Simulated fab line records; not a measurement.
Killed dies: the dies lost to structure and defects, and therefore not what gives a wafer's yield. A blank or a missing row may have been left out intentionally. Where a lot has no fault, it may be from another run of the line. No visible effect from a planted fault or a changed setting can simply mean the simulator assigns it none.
Chamber matching ; flow sky130 ; cmp-01 running SKY_FIELD_ISO_CMP_27: 4 sister chambers
The step polishes, stops on Si3N4, t overpolish 16 s, target thk 457.8 nm. 16 wafers are shown with their chamber, then 8 later ones without.

## EACH WAFER AND ITS CHAMBER
wafer;chamber;motor-current-A (A);overpolish-run-s (s);time-to-endpoint-s (s)
L769.1;0;12.2;15.990;120
L769.4;2;13.0;15.992;112
L769.5;0;11.7;16.010;119
L770.1;3;12.3;15.982;109
L770.3;1;11.8;15.994;109
L770.5;1;10.8;16.012;107
L772.3;1;10.9;16.014;111
L772.4;2;12.9;16.007;111
L772.6;0;12.4;15.989;115
L773.2;1;10.9;16.003;111
L773.4;2;12.4;16.004;112
L773.5;0;12.5;15.997;116
L774.1;1;11.7;16.000;120
L774.4;0;11.9;16.001;119
L774.5;2;12.3;16.014;111
L783.3;2;12.7;16.004;107

SIGNATURES (means of the wafers above)
reading;chamber 0;chamber 1;chamber 2;chamber 3;scatter within a chamber
motor-current-A;12.140;11.220;12.660;12.300;0.384
overpolish-run-s;15.99740;16.00460;16.00420;15.98200;0.00831
time-to-endpoint-s;117.80;111.60;110.60;109.00;3.36
Rule: a wafer lies at a distance from a chamber equal to the root of the sum of squares, over the readings, of (its reading less the chamber's mean, divided by the reading's scatter). If the next closest chamber is less than 2 further off than the closest, the wafer can't be placed; otherwise it belongs to the closest. The scatter: take each reading less its chamber's mean, square it, sum over the shown wafers, divide by the number of wafers less the number of chambers, and take the root.

## WAFERS WITH NO CHAMBER GIVEN
wafer;motor-current-A (A);overpolish-run-s (s);time-to-endpoint-s (s)
L783.4;12.1;15.983;108
L783.5;12.7;15.999;114
L790.1;13.0;15.981;114
L790.3;11.0;16.004;119
L790.6;10.8;16.012;118
L791.1;11.9;15.992;115
L791.2;12.0;15.998;115
L791.4;11.3;16.005;108

## EACH ONE'S CHAMBER
wafer;from the rows above;in truth
L783.4;3;3
L783.5;can't be placed: 2 or 0 or 3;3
L790.1;can't be placed: 3 or 2 or 0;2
L790.3;can't be placed: 1 or 0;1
L790.6;can't be placed: 1 or 0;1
L791.1;can't be placed: 0 or 3 or 1 or 2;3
L791.2;can't be placed: 0 or 2 or 1 or 3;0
L791.4;1;1
Placed correctly: 2 of 8. These rows do not allow placing 6 (true chamber among the candidates in 6). 0 placed wrongly.
